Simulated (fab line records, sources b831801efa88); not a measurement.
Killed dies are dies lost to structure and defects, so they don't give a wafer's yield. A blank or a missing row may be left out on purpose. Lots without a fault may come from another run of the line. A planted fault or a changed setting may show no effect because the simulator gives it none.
Chamber matching | flow sky130 | SKY_PASSIVATION_CVD_02 on pecvd-01: 3 sister chambers
The step deposits Si3N4, target thk 540 nm. 14 wafers are shown with their chamber, then 7 later ones without.

WAFERS WITH THEIR CHAMBER
wafer  | chamber | heater_power_w (W)
L079.3 | 1       | 696
L079.5 | 1       | 704
L079.6 | 0       | 749
L083.2 | 2       | 741
L083.4 | 1       | 687
L083.6 | 2       | 786
L086.1 | 2       | 851
L086.4 | 0       | 721
L086.5 | 1       | 677
L088.3 | 2       | 807
L088.4 | 1       | 564
L088.5 | 2       | 831
L090.3 | 1       | 649
L090.4 | 1       | 668

SIGNATURES (means of the wafers above)
reading        | chamber 0 | chamber 1 | chamber 2 | scatter within a chamber
heater_power_w | 735.00    | 663.57    | 803.20    | 43.9
Rule: a wafer's distance from a chamber is the root of the sum, over the readings, of the square of ((its reading less the chamber's mean) divided by the reading's scatter). The wafer belongs to the nearest chamber; if the next one is less than 2 further off, it can't be placed. The scatter: the root of (the sum of the squares of (reading less its chamber's mean) over the shown wafers, divided by (wafers less chambers)).

WAFERS WITHOUT THEIR CHAMBER
wafer  | heater_power_w (W)
L090.5 | 723
L093.2 | 785
L093.3 | 605
L093.4 | 676
L096.1 | 845
L096.4 | 696
L096.6 | 666

WHICH CHAMBER EACH WENT THROUGH
wafer  | from the rows above          | in truth
L090.5 | can't be placed: 0 or 1 or 2 | 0
L093.2 | can't be placed: 2 or 0      | 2
L093.3 | can't be placed: 1 or 0      | 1
L093.4 | can't be placed: 1 or 0      | 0
L096.1 | can't be placed: 2 or 0      | 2
L096.4 | can't be placed: 1 or 0 or 2 | 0
L096.6 | can't be placed: 1 or 0      | 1
Placed correctly: 0 of 7. Can't be placed from these rows: 7 (the true chamber is among the candidates in 7). Placed wrongly: 0.
